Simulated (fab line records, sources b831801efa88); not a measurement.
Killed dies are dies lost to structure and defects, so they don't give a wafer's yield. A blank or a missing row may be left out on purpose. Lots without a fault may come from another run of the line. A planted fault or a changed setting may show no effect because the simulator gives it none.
Problem report in the 8D (eight disciplines) form, filled by code | flow sky130 | the parts of the form that need people (team, actions taken, sign-off) are left out

1. THE PROBLEM
bias_w at SKY_VIA2_ETCH_14 reads a mean of 77.2 W on 6 wafers of 2 lots; wafers without a fault read 100.0 W with a standard deviation of 0.3. That is -76 standard deviations from the usual mean.
The step: etches BARC in N2/H2, stops on SiO2, time 45.9 s, target depth 60 nm.
First seen on wafer L174.1, day 42 02:45, on rie_diel-01. The record holds 18 wafers of 6 lots with a number at this step. Rule for "out", or "out of limits": more than 4 standard deviations from the usual mean. The other wafers with a number count as sound.

2. WHAT IT IS AND WHAT IT IS NOT
question                    | is                     | is not
which readings at this step | bias_w                 | drypump_motor_current_A, oes_product_au, throttle_valve_pct
which lots                  | L174, L176             | L158, L159, L177, L179
which wafers of those lots  | all that have a number | -
read on which tools         | rie_diel-01            | rie_diel-02, rie_diel-03
when                        | from day 42 02:45      | up to then (6 sound wafers); but 6 sound wafers of L177, L179 came after

3. SUSPECTS, AND WHAT RULES EACH OUT
Counting: a tool at a process step up to the reading stays a suspect if it ran every lot that is out and no sound lot after the first of them.
- rie_diel-01 at SKY_VIA2_ETCH_14 (etches BARC in N2/H2, stops on SiO2, time 45.9 s, target depth 60 nm): kept. It ran every lot that is out, first L174 (day 42 02:45), and no sound lot after that; its last sound lot up to then is L159 (day 36 10:31). Its own readings are out on those wafers: bias_w.
Left after counting: rie_diel-01 at SKY_VIA2_ETCH_14.

4. THE CAUSE (what the simulator had put in)
Process parameter drift: rie_diel-01, from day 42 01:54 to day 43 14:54, at SKY_VIA2_ETCH_14. Setting bias_w, moved by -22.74, from 100. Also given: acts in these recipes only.
Counting left only this tool.

5. THE CHAIN OF EFFECTS, in route order
Each row: a reading whose mean over the struck wafers that have a number lies more than 3 standard deviations from the usual. Only readings for which the record gives a usual standard deviation are gone through. hours: the time from each lot's start at the first step in this table that gives one to its start at this step, as a median over the lots. sigmas: the change in usual standard deviations.
hours | step             | reading | usual   | on struck wafers | change | sigmas
0     | SKY_VIA2_ETCH_14 | bias_w  | 100.0 W | 77.2             | -22.8  | -76
The process steps in it:
- SKY_VIA2_ETCH_14: etches BARC in N2/H2, stops on SiO2, time 45.9 s, target depth 60 nm.

6. WHAT WOULD HAVE CAUGHT IT SOONER
In this record the first reading out of limits was taken at day 42 02:45, 1 hour after the fault began at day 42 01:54.
